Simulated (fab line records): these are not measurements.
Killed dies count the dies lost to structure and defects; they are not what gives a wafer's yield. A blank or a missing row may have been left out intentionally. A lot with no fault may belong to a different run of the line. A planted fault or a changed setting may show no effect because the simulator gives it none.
fab line records | flow gf180mcu
record: lots: 12 wafers: 35 lastDay: 34
route steps=602 shown VT_IMPLANT@110 HV_LDD@198 SALICIDE@281 M1@316
lots that met no fault: taken from a fault-free run of the same line
startH: the number of hours between the record's first day and the start of the first shown wafer of the lot | waitH: how many hours have passed since the lot's step before this one | " the same as in the row above | L1.1+2: a row that stands for several wafers | - value missing, or start not given | * or withheld: withheld | < > ~ a bound
route shown NAME@n: names a module that has steps shown in the file, with the first one's number in the route | usual: mean/standard deviation of fault-free wafers | same: alike in all rows | chamber/n: place in a boat | sites: readings site by site | _std_site: the standard deviation of these | _edge_site: mean of outer sites minus mean of inner sites | radiusMm: how far each site lies from the wafer's centre | mask NAME#n: copy n | behind: the tool/chamber that last shaped the wafer | hold: cause of the lot's hold/its duration in hours/its outcome | device: names the non-switching transistor (n, p or np) | end of line: tests run on the same wafers once the route is complete | where a step has no rows: the recipe by itself | killed: dies lost to structure and defects at the first sort, not the wafer's yield | map: a wafer's dies, marking killed ones x, the rest . and places with no die _
set.NAME: the setting the step ran with; set.NAME@STEP: the setting that earlier step ran with | model.NAME: the simulator's own value behind a step, which no gauge read
a sample of lots followed through the steps of the route, with each step as a table and each wafer as a row
services: when a tool's chamber went out of use (startH, in hours from the record's first day, below 0 if earlier), for how many hours, and the reason
== steps ==
step: GF_VT_IMPLANT_STRIP_20
recipe: chemistry: O2/N2 powerW: 1400 pressureMtorr: 1500 platenTempC: 250 o2FlowSccm: 3000 n2FlowSccm: 300 overashFraction: 0.5
usual: chamberPressureMTorr: 1500.1/1.3 drypumpMotorCurrentA: 5.9/0.51 heaterPowerW: 341/21 oesProductAu: 0.716/0.0046 stripTimeToEndpointS: 12.63/0.032
same: overashFraction: 0.5
columns lot.wafer tool chamber startH waitH chamberPressureMTorr drypumpMotorCurrentA heaterPowerW oesProductAu rfHoursCounterH stripTimeToEndpointS
L405.2 plasmaAsher-03 0 125.56 0.1 1501.8 5.5 373 0.713 33 12.60
L405.3 " 0 " " 1500.8 5.5 365 0.720 - 12.66
L405.5 " 1 " " 1499.4 5.3 317 0.710 - 12.67
L406.1 plasmaAsher-02 0 131.07 0.1 1499.1 5.1 332 0.718 1 12.63
L406.2 " 1 " " 1501.6 5.9 317 0.720 1 12.63
L406.3 " 0 " " 1501.2 5.2 331 0.719 - 12.69
L411.4 plasmaAsher-03 1 159.16 0.1 1498.3 5.3 314 0.711 - 12.66
L411.6 " 1 " " 1499.0 5.3 317 0.715 - 12.65
L413.1 plasmaAsher-01 1 171.31 0.1 1500.7 6.3 365 0.720 52 12.62
L413.4 " 0 " " 1500.5 6.5 332 0.724 - 12.62
L413.5 " 1 " " 1498.1 6.3 374 0.720 - 12.57
L417.1 plasmaAsher-02 0 197.15 0.1 1500.2 5.2 335 0.714 9 12.57
L417.2 " 1 " " 1501.0 5.9 314 0.705 9 12.64
L417.3 " 0 " " 1499.8 5.2 334 0.715 - 12.62
L421.2 plasmaAsher-02 1 236.12 0.1 1500.4 5.9 317 0.720 11 12.65
L421.5 " 1 " " 1500.7 5.9 316 0.713 - 12.68
L421.6 " 0 " " 1500.0 5.2 337 0.717 - 12.68
L422.1 plasmaAsher-02 1 249.52 0.1 1500.2 5.9 317 0.721 13 12.59
L422.2 " 0 " " 1499.8 5.2 330 0.719 13 12.65
L422.3 " 0 " " 1500.9 5.2 339 0.707 - 12.62
L423.2 plasmaAsher-01 1 251.77 0.1 1499.4 6.3 374 0.725 60 12.59
L423.3 " 0 " " 1500.9 6.5 339 0.715 - 12.59
L423.6 " 1 " " 1500.7 6.3 361 0.715 - 12.63
L424.2 plasmaAsher-03 1 265.22 0.1 1498.5 5.3 315 0.715 49 12.65
L424.4 " 0 " " 1502.2 5.5 367 0.719 - 12.66
L424.5 " 1 " " 1499.1 5.2 309 0.724 - 12.63
L425.2 plasmaAsher-01 1 265.52 0.1 1500.9 6.3 366 0.715 61 12.60
L425.3 " 0 " " 1502.5 6.5 348 0.718 - 12.62
L425.4 " 1 " " 1497.7 6.3 372 0.719 - 12.62
L428.1 plasmaAsher-01 0 276.17 0.1 1501.7 6.5 343 0.720 63 12.62
L428.4 " 1 " " 1499.9 6.3 365 0.723 - 12.56
L428.6 " 0 " " 1498.7 6.5 339 0.717 - 12.63
L427.1 plasmaAsher-03 1 276.47 0.1 1500.2 5.3 317 0.711 50 12.58
L427.3 " 0 " " 1500.3 5.5 367 0.718 - 12.57
L427.6 " 1 " " 1499.6 5.3 318 0.717 - 12.63
step: GF_HV_LDD_STRIP_22
recipe: chemistry: O2/N2 powerW: 1400 pressureMtorr: 1500 platenTempC: 250 o2FlowSccm: 3000 n2FlowSccm: 300 overashFraction: 0.5
usual: chamberPressureMTorr: 1500.1/1.3 drypumpMotorCurrentA: 5.5/0.48 heaterPowerW: 344/32 oesProductAu: 0.716/0.0043 stripTimeToEndpointS: 12.62/0.033
same: overashFraction: 0.5
columns lot.wafer tool chamber startH waitH chamberPressureMTorr drypumpMotorCurrentA heaterPowerW oesProductAu rfHoursCounterH stripTimeToEndpointS
L405.2 plasmaAsher-03 1 232.39 0.1 1499.3 5.3 310 0.713 45 12.72
L405.3 " 0 " " 1500.1 5.6 363 0.719 - 12.71
L405.5 " 0 " " 1499.9 5.5 362 0.717 - 12.70
L406.1 plasmaAsher-03 0 238.98 0.1 1500.3 5.5 367 0.713 46 12.64
L406.2 " 1 " " 1500.0 5.2 314 0.709 46 12.64
L406.3 " 1 " " 1498.9 5.2 321 0.718 - 12.60
L411.4 plasmaAsher-02 0 272.72 0.1 1501.3 5.2 328 0.711 - 12.62
L411.6 " 0 " " 1501.1 5.2 341 0.711 - 12.59
L413.1 plasmaAsher-04 1 286.89 0.1 1499.1 4.8 399 0.719 60 12.60
L413.4 " 0 " " 1502.1 6.3 334 0.707 - 12.63
L413.5 " 0 " " 1498.2 6.3 330 0.720 - 12.60
L417.1 plasmaAsher-02 0 326.59 0.1 1499.5 5.2 329 0.722 21 12.64
L417.2 " 1 " " 1498.7 5.9 317 0.721 21 12.67
L417.3 " 0 " " 1500.7 5.2 337 0.714 - 12.65
L421.2 plasmaAsher-04 1 367.38 0.1 1501.1 4.8 403 0.714 69 12.58
L421.5 " 1 " " 1501.1 4.8 397 0.712 - 12.60
L421.6 " 0 " " 1498.3 6.3 338 0.713 - 12.64
L422.1 plasmaAsher-04 0 388.17 0.1 1499.9 6.3 344 0.721 71 12.56
L422.2 " 1 " " 1501.1 4.8 400 0.717 71 12.59
L422.3 " 0 " " 1500.0 6.3 333 0.709 - 12.58
L423.2 plasmaAsher-02 0 388.24 0.1 1502.4 5.2 330 0.719 28 12.60
L423.3 " 1 " " 1500.0 5.9 319 0.722 - 12.62
L423.6 " 0 " " 1500.7 5.2 336 0.717 - 12.57
L424.2 plasmaAsher-04 1 402.72 0.1 1501.8 4.8 409 0.719 73 12.63
L424.4 " 1 " " 1499.7 4.8 408 0.712 - 12.62
L424.5 " 0 " " 1498.8 6.3 333 0.725 - 12.61
L425.2 plasmaAsher-03 1 410.88 0.1 1501.1 5.3 313 0.716 62 12.63
L425.3 " 1 " " 1499.0 5.3 308 0.721 - 12.62
L425.4 " 0 " " 1500.0 5.5 366 0.720 - 12.59
L427.1 plasmaAsher-04 1 419.98 0.1 1501.7 4.8 386 0.714 74 12.64
L427.3 " 0 " " 1500.9 6.3 331 0.717 - 12.61
L427.6 " 1 " " 1502.5 4.8 406 0.718 - 12.58
L428.1 plasmaAsher-04 1 421.24 0.1 1499.8 4.8 404 0.721 75 12.62
L428.4 " 1 " " 1499.8 4.8 405 0.708 - 12.63
L428.6 " 1 " " 1499.1 4.8 398 0.717 - 12.60
step: GF_SALICIDE_SPUTTER_03
recipe: material: TiN targetThkNm: 20 powerW: 6500 timeS: 16.7 chamberPressurePa: 0.4
usual: throttleValvePct: 29.8/1.3
columns lot.wafer tool chamber startH waitH throttleValvePct
L405.2 pvdSputter-04 - 337.29 0.0 30.0
L405.3 " - " " 30.7
L405.5 " - " " 30.6
L406.1 pvdSputter-01 - 343.44 0.0 30.7
L406.2 " - " " 27.8
L406.3 " - " " 30.0
L411.4 pvdSputter-01 - 380.36 0.0 29.2
L411.6 " - " " 30.3
L413.1 pvdSputter-01 - 397.49 0.0 29.4
L413.4 " - " " 27.4
L413.5 " - " " 31.0
L417.1 pvdSputter-03 - 442.70 0.0 27.7
L417.2 " - " " 30.9
L417.3 " - " " 31.3
L421.2 pvdSputter-04 - 489.99 0.0 28.7
L421.5 " - " " 30.0
L421.6 " - " " 30.5
L422.1 pvdSputter-01 - 509.90 0.0 30.6
L422.2 " - " " 30.0
L422.3 " - " " 27.2
L423.2 pvdSputter-04 - 510.74 0.0 32.1
L423.3 " - " " 30.2
L423.6 " - " " 30.1
L424.2 pvdSputter-04 - 525.59 0.0 29.1
L424.4 " - " " 30.6
L424.5 " - " " 31.8
L425.2 pvdSputter-04 - 532.54 0.0 30.9
L425.3 " - " " 28.9
L425.4 " - " " 29.8
L427.1 pvdSputter-01 - 542.06 0.0 30.6
L427.3 " - " " 30.3
L427.6 " - " " 29.2
L428.1 pvdSputter-04 - 543.25 0.0 31.8
L428.4 " - " " 30.1
L428.6 " - " " 30.4
step: GF_SALICIDE_THK_MEAS_05
recipe: thkMeasGauge: xrf reads: TiN_of_SALICIDE_SPUTTER_03
usual: SALICIDE_TIN_THK: 19.91/0.28
columns lot.wafer tool chamber startH waitH SALICIDE_TIN_THK[nm]
L405.2 filmMetro-01 - 337.45 0.1 19.69
L405.3 " - " " 19.79
L405.5 " - " " 19.71
L406.1 filmMetro-01 - 343.59 0.1 20.38
L406.2 " - " " 20.73
L406.3 " - " " 20.02
L411.4 filmMetro-01 - 380.53 0.1 17.29
L411.6 " - " " 19.87
L413.1 filmMetro-01 - 397.64 0.1 19.59
L413.4 " - " " 17.62
L413.5 " - " " 19.76
L417.1 filmMetro-04 - 442.84 0.1 19.22
L417.2 " - " " 19.79
L417.3 " - " " 19.29
L421.2 filmMetro-01 - 490.14 0.1 20.01
L421.5 " - " " 20.07
L421.6 " - " " 20.08
L422.1 filmMetro-01 - 510.05 0.1 19.96
L422.2 " - " " 19.46
L422.3 " - " " 20.07
L423.2 filmMetro-04 - 510.89 0.1 20.20
L423.3 " - " " 20.11
L423.6 " - " " 20.09
L424.2 filmMetro-01 - 525.75 0.1 19.65
L424.4 " - " " 19.94
L424.5 " - " " 19.87
L425.2 filmMetro-03 - 532.70 0.1 20.07
L425.3 " - " " 19.98
L425.4 " - " " 19.86
L427.1 filmMetro-04 - 542.20 0.1 19.71
L427.3 " - " " 19.40
L427.6 " - " " 19.39
L428.1 filmMetro-03 - 543.40 0.1 20.07
L428.4 " - " " 20.21
L428.6 " - " " 19.96
step: GF_M1_SPUTTER_01
recipe: material: TiN targetThkNm: 30 powerW: 6500 timeS: 25 chamberPressurePa: 0.4
usual: throttleValvePct: 29.5/1.3
columns lot.wafer tool chamber startH waitH throttleValvePct
L405.2 pvdSputter-02 - 359.99 0.1 29.3
L405.3 " - " " 27.8
L405.5 " - " " 29.5
L406.1 pvdSputter-03 - 366.24 0.1 27.9
L406.2 " - " " 30.9
L406.3 " - " " 29.8
L411.4 pvdSputter-02 - 405.28 0.1 27.5
L411.6 " - " " 29.7
L413.1 pvdSputter-03 - 423.74 0.1 29.8
L413.4 " - " " 29.8
L413.5 " - " " 31.5
L417.1 pvdSputter-03 - 469.09 0.1 31.4
L417.2 " - " " 27.6
L417.3 " - " " 30.8
L421.2 pvdSputter-01 - 516.49 0.1 30.8
L421.5 " - " " 27.1
L421.6 " - " " 30.0
L422.1 pvdSputter-01 - 534.28 0.1 29.2
L422.2 " - " " 30.1
L422.3 " - " " 27.4
L423.2 pvdSputter-01 - 535.94 0.1 30.5
L423.3 " - " " 29.9
L423.6 " - " " 30.8
L424.2 pvdSputter-02 - 551.57 0.1 27.7
L424.4 " - " " 30.0
L424.5 " - " " 27.8
L425.2 pvdSputter-01 - 557.80 0.1 27.5
L425.3 " - " " 30.2
L425.4 " - " " 29.1
L427.1 pvdSputter-03 - 566.46 0.1 29.7
L427.3 " - " " 31.3
L427.6 " - " " 29.7
L428.1 pvdSputter-01 - 567.76 0.1 29.4
L428.4 " - " " 30.9
L428.6 " - " " 30.2
== services ==
columns tool chamber startH hours kind
plasmaAsher-02 - 108.75 9.0 pm
pvdSputter-04 - 120.57 2.6 repair
plasmaAsher-04 - 150.87 0.3 repair
plasmaAsher-04 - 183.34 4.3 repair
pvdSputter-03 - 183.43 4.2 repair
plasmaAsher-04 - 185.01 2.1 repair
pvdSputter-01 - 190.52 9.3 repair
plasmaAsher-02 - 220.09 14.6 pm
plasmaAsher-02 - 262.83 1.6 repair
plasmaAsher-03 - 281.20 7.0 repair
pvdSputter-01 - 283.52 2.3 repair
plasmaAsher-04 - 298.60 0.3 repair
plasmaAsher-02 - 312.78 3.6 repair
pvdSputter-04 - 369.77 3.0 repair
pvdSputter-04 - 374.42 57.9 repair
plasmaAsher-03 - 375.55 15.6 pm
plasmaAsher-04 - 421.34 9.0 pm
pvdSputter-04 - 480.97 4.6 repair
pvdSputter-01 - 492.24 3.8 repair
pvdSputter-01 - 520.43 4.7 repair
plasmaAsher-02 - 535.89 0.6 repair
pvdSputter-01 - 558.29 4.2 repair
plasmaAsher-04 - 564.26 28.1 pm
pvdSputter-04 - 566.35 1.3 repair
== key ==
firstSign: step: GF_SALICIDE_THK_MEAS_05 reading: SALICIDE_TIN_THK direction: down sigmas: 8.9 usual: 19.91 struck: 17.45
effect none on later readings
metAt GF_SALICIDE_SPUTTER_03
struckLots L411,L413
struckWafers L411.4,L413.4
testerLeftOut L411,L413
notActingAt GF_VT_IMPLANT_STRIP_20,GF_HV_LDD_STRIP_22,GF_M1_SPUTTER_01
onsetBetween 343.44 380.36
fault: kind: processParameterDrift tool: pvdSputter-01 chamber: - onsetH: 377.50 steps: GF_SALICIDE_SPUTTER_03 channel: timeS offset: * shape: step endH: 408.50 scope: struckWafersOnly actsIn: * stated: *
testerLeftOut: of these lots the tester's yield and bins aren't shown, on N5 and GAA mostly nor the transistor test; their killed dies are dies lost to structure and defects alone, not to doping, threshold or leakage, so they don't give the yield
